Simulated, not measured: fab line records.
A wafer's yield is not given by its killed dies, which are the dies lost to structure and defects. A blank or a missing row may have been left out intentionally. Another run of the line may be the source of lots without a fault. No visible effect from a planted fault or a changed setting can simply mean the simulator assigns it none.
Matching of chambers :: flow sky130 :: SKY_VIA1_CMP_24 on cmp-02: 4 sister chambers
The step polishes, stops on SiO2, t overpolish 15 s, target thk 0 nm. 4 wafers are shown with their chamber, then 8 later ones without.

## WAFERS WITH THEIR CHAMBER
wafer: L116.2
chamber: 1
motor current A (A): 11.3

wafer: L116.5
chamber: 0
motor current A (A): 13.5

wafer: L116.6
chamber: 3
motor current A (A): 11.4

wafer: L119.1
chamber: 2
motor current A (A): 10.2

## WAFERS WITH NO CHAMBER GIVEN
wafer: L119.4
motor current A (A): 12.9

wafer: L119.6
motor current A (A): 10.9

wafer: L126.2
motor current A (A): 10.7

wafer: L126.3
motor current A (A): 13.1

wafer: L126.6
motor current A (A): 13.4

wafer: L131.2
motor current A (A): 11.0

wafer: L131.4
motor current A (A): 10.8

wafer: L131.6
motor current A (A): 11.0

## THE CHAMBER EACH PASSED THROUGH
wafer: L119.4
from the rows above: 0
in truth: 0

wafer: L119.6
from the rows above: can't be placed: 1 or 3 or 2
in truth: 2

wafer: L126.2
from the rows above: can't be placed: 2 or 1 or 3
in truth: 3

wafer: L126.3
from the rows above: 0
in truth: 0

wafer: L126.6
from the rows above: 0
in truth: 0

wafer: L131.2
from the rows above: can't be placed: 1 or 3 or 2
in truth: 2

wafer: L131.4
from the rows above: can't be placed: 1 or 3 or 2
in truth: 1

wafer: L131.6
from the rows above: can't be placed: 1 or 3 or 2
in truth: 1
Correct placement for 3 of the 8. Not placeable from these rows: 5 (in 5, the candidates include the true chamber). Placed wrongly: 0.
How it was worked out, from the rows above alone: a wafer's distance from a chamber is the root of the sum, over the readings, of the square of ((its reading less the chamber's mean) divided by the reading's scatter). If the next closest chamber is less than 2 further off than the closest, the wafer can't be placed; otherwise it belongs to the closest. A chamber's mean is the mean of its shown wafers. The scatter (one wafer shown for each chamber): square how far every hidden wafer sits from the nearest shown wafer, average those squares and take the square root.
